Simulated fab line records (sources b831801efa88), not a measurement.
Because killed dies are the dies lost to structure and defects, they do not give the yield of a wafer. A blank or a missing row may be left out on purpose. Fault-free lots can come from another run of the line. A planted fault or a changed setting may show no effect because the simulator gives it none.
Struck lot and sound lot, side by side	flow sky130	29 out of 708 route steps
Sound: the wafers L993.2, L993.3, L993.6. The struck wafers were L995.1, L995.2, L995.5. The cause is given at the end.
Order at every step that has rows: each side's tool, ch and its chambers, its first start. Under that, the readings that differ: sound wafers	struck wafers	difference of the means	sigmas: that difference in standard deviations of wafers without a fault.
alike: readings with means less than 2 such deviations apart, plus words and numbers identical on both sides. not compared: withheld readings, readings lacking a value on some wafer, bounds such as >300 that could conceal the same value, and numbers that have no deviation in the record and whose values overlap.
The two part at a step that has a row with sigmas, a row that says differs or no value, or rows on one side only. When numbers do not overlap yet have no deviation, they are printed without sigmas and do not part them. A reading missing from all wafers of one side parts the sides only when that side holds two or more wafers.

first, 2 steps without rows for these wafers: SKY_METAL3_PEB_11; SKY_METAL3_DEVELOP_12 (develop time 60 s).
SKY_METAL3_CD_MEAS_13: target cd 300 nm.
  struck on cd_sem-01, day 42 12:17; sound on cd_sem-02, day 41 17:49
  alike: cd_nm
SKY_METAL3_OVL_MEAS_14:
  struck on overlay-02, day 42 12:25; sound on overlay-01, day 41 17:55
  alike: METAL3_OVL
SKY_METAL3_DESCUM_15: chemistry O2, time 8 s.
  sound on rie_metal-01 ch 0,1, day 41 17:57; struck on rie_metal-03 ch 0,1, day 42 12:27
  alike: drypump_motor_current_A, oes_product_au
  not compared: rf_hours_counter_h
then, 1 step without rows for these wafers: SKY_METAL3_ETCH_16 (etches BARC in N2/H2, stops on SiO2, time 88.2 s, target depth 60 nm).
SKY_METAL3_ETCH_17: etches SiO2 in C4F8/O2/Ar, stops on TiN, time 3.9 s, target depth 15 nm.
  sound on rie_diel-04 ch 1,2,3, day 41 18:05; struck on rie_diel-01 ch 1,3, day 42 12:35
  alike: oes_product_au
SKY_METAL3_METAL_ETCH_18: etches the open film in Cl2/BCl3, stops on SiO2, target depth 845 nm, time 183.1 s.
  sound on rie_metal-03 ch 0,1, day 41 18:06; struck on rie_metal-02 ch 0,1, day 42 12:36
  alike: drypump_motor_current_A, oes_product_au, throttle_valve_pct
  not compared: rf_hours_counter_h
then, 4 steps without rows for these wafers: SKY_METAL3_STRIP_19 (strips in O2/N2); SKY_METAL3_STRIP_20 (strips in post etch residue remover, time 1200 s); SKY_METAL3_CLEAN_21 (cleans in IPA, time 180 s); SKY_METAL3_CLEAN_22 (cleans in O3/DIW).
SKY_VIA3_HDPCVD_00: deposits SiO2, target thk 1635 nm, time 272.5 s.
  sound on hdpcvd-02 ch 0,1,2, day 41 18:52; struck on hdpcvd-01 ch 0,2, day 42 13:22
  no value came back on the struck wafers for pressure_mtorr (mTorr), run_length_s (s); on the sound wafers pressure_mtorr (mTorr) reads 6.006 5.999 6.005
then, 1 step without rows for these wafers: SKY_VIA3_CMP_02 (polishes SiO2).
SKY_VIA3_BOW_MEAS_03:
  struck on film_metro-02, day 42 13:54; sound on film_metro-02, day 41 19:25
reading	sound	struck	difference	sigmas
VIA3_BOW (um)	71 76 76	91 89 99	+19	+2
then, 8 steps without rows for these wafers: SKY_VIA3_DEHYDRATE_04 (time 60 s); SKY_VIA3_HMDS_05 (prime time 60 s); SKY_VIA3_COAT_06 (resist thk 60 nm); SKY_VIA3_COAT_07 (resist thk 450 nm); SKY_VIA3_SOFTBAKE_08 (time 90 s); SKY_VIA3_EXPOSE_09 (exposes mask VIM3, target cd 200 nm); SKY_VIA3_PEB_10; SKY_VIA3_DEVELOP_11 (develop time 60 s).
SKY_VIA3_CD_MEAS_12: target cd 200 nm.
  struck on cd_sem-02, day 43 13:07; sound on cd_sem-01, day 42 19:02
  alike: cd_nm
SKY_VIA3_OVL_MEAS_13:
  struck on overlay-01, day 43 13:14; sound on overlay-02, day 42 19:08
  alike: VIA3_OVL
SKY_VIA3_ETCH_14: etches BARC in N2/H2, stops on SiO2, time 45.9 s, target depth 60 nm.
  sound on rie_diel-04 ch 1,2,3, day 42 19:10; struck on rie_diel-03 ch 0,3, day 43 13:17
  alike: drypump_motor_current_A, oes_product_au, throttle_valve_pct
  not compared: rf_hours_counter_h
SKY_VIA3_ETCH_15: etches SiO2 in C4F8/O2/Ar, stops on TiN, target depth 507 nm, time 78 s.
  sound on rie_diel-04 ch 1,2,3, day 42 19:13; struck on rie_diel-03 ch 0,3, day 43 13:19
reading	sound	struck	difference	sigmas
oes_product_au (a.u.)	0.946 0.942 0.945	0.371 0.375 0.377	-0.570	-99 or more
model.etch.depth_nm (nm)	465 465.3 465.2	0 0 0	-465	
SKY_VIA3_STRIP_16: strips in O2/N2.
  sound on plasma_asher-04 ch 0,1, day 42 19:16; struck on plasma_asher-04 ch 0,1, day 43 13:23
  alike: drypump_motor_current_A, oes_product_au, strip_time_to_endpoint_s
  not compared: rf_hours_counter_h
-- the record jumps here: 5 days lie between the struck wafers' starts before and after (it left off in module VIA3 and takes up again in module PAD_OPEN, whose first step shown is number 708 of the route) --
SKY_PAD_OPEN_PROBE_99:
  struck on prober-02, day 48 23:41; sound on prober-02, day 48 09:26
reading	sound	struck	difference	sigmas
defect_limited_yield (%)	83.1 82.1 81.7	0 0 0	-82	-41
killed_at_M0_to_M3	46 47 56	478 482 485	+432	+64
killed_at_contacts	23 25 23	3 2 4	-21	-4
killed_dies	83 88 90	492 492 492	+405	+42
killed_on_rim	14 19 17	96 96 96	+79	+22
killed_open	51 48 48	15 10 8	-38	-5
killed_short	32 40 41	6 6 8	-31	-5
sort_bin_3_pad_short (%)	1.0 0.6 0.4	25.0 22.8 23.6	+23.1	+54
sort_bin_5_function (%)	8.3 10.8 11.2	71.7 73.6 72.2	+62.4	+39
sort_bin_6_memory (%)	7.5 6.5 6.7	3.3 3.7 4.3	-3.1	-3
sort_n_pass	409 404 402	0 0 0	-405	-42
sort_yield_pct (%)	83.1 82.1 81.7	0 0 0	-82	-41
  alike: killed_at_M4_up, killed_at_front_end, killed_at_other

## WHERE THEY PART
Last at SKY_PAD_OPEN_PROBE_99 as far as this record goes, first at SKY_VIA3_HDPCVD_00.

WHY: what had been put in by the simulator
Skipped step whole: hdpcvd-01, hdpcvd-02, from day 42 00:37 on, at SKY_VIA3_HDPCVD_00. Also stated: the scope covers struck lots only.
